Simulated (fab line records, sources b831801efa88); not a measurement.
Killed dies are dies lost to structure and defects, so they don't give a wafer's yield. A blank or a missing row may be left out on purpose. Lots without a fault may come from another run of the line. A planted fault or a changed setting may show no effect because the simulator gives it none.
One fault seen from 2 desks | flow sky130 | each desk has only its own numbers; what lay behind them comes last

THE METROLOGY DESK
What the gauges read, lot by lot, whatever tool the lot ran on: means of the sampled wafers that have a number. A lot is out of limits, marked OUT, if its mean lies more than 4 standard deviations from the usual mean; the brackets give that distance.
Columns: A = SD_P_RS at SKY_SD_N_RS_MEAS_17, usual 147.2 ohm/sq
lot  | first seen here | A
L773 | day 27 04:24    | 147.5
L774 | day 28 03:19    | 147.3
L775 | day 28 04:41    | 146.7
L777 | day 30 01:09    | 147.5
L778 | day 30 08:23    | 147.2
L781 | day 30 14:41    | 147.0
L786 | day 32 04:10    | 147.1
L792 | day 34 05:17    | 147.0
L793 | day 35 01:37    | 147.8
L794 | day 35 10:21    | 147.5
L796 | day 35 11:21    | 147.2
L795 | day 35 16:48    | 147.8
This desk's finding: nothing out of limits on any of the 12 lots.

THE TOOL OWNER'S DESK: furnace-02
The tool's own readings at SKY_GATE_OXIDE_OXIDATION_01 (stabilise 600 s, purge 300 s, target thk 10.268 nm): means of the sampled wafers that have a number, for each lot that ran on this tool. A lot is out of limits, marked OUT, if its mean lies more than 4 standard deviations from the usual mean; the brackets give that distance.
Columns: A = ox_temp_c at SKY_GATE_OXIDE_OXIDATION_01, usual 900.0 C; B = ox_temp_c_max at SKY_GATE_OXIDE_OXIDATION_01, usual 904.2; C = zone_power_bottom_pct at SKY_GATE_OXIDE_OXIDATION_01, usual 24.6 %
lot  | first seen here | A     | B     | C
L773 | day 12 04:18    | 900.4 | 904.6 | 25.0
L774 | day 13 03:32    | 900.4 | 904.1 | 25.0
L775 | day 13 05:18    | 900.2 | 903.8 | 25.1
L777 | day 13 20:26    | 900.6 | 904.3 | 25.1
L792 | day 19 04:40    | 899.7 | 903.7 | 25.3
L793 | day 20 02:40    | 900.3 | 904.4 | 25.0
L795 | day 20 21:10    | 900.3 | 904.8 | 25.1
This desk's finding: nothing out of limits on any of the 7 lots.

PUT TOGETHER
The metrology desk saw nothing out of limits.
The tool owner's desk saw nothing out of limits.

WHAT THE SIMULATOR HAD PUT IN
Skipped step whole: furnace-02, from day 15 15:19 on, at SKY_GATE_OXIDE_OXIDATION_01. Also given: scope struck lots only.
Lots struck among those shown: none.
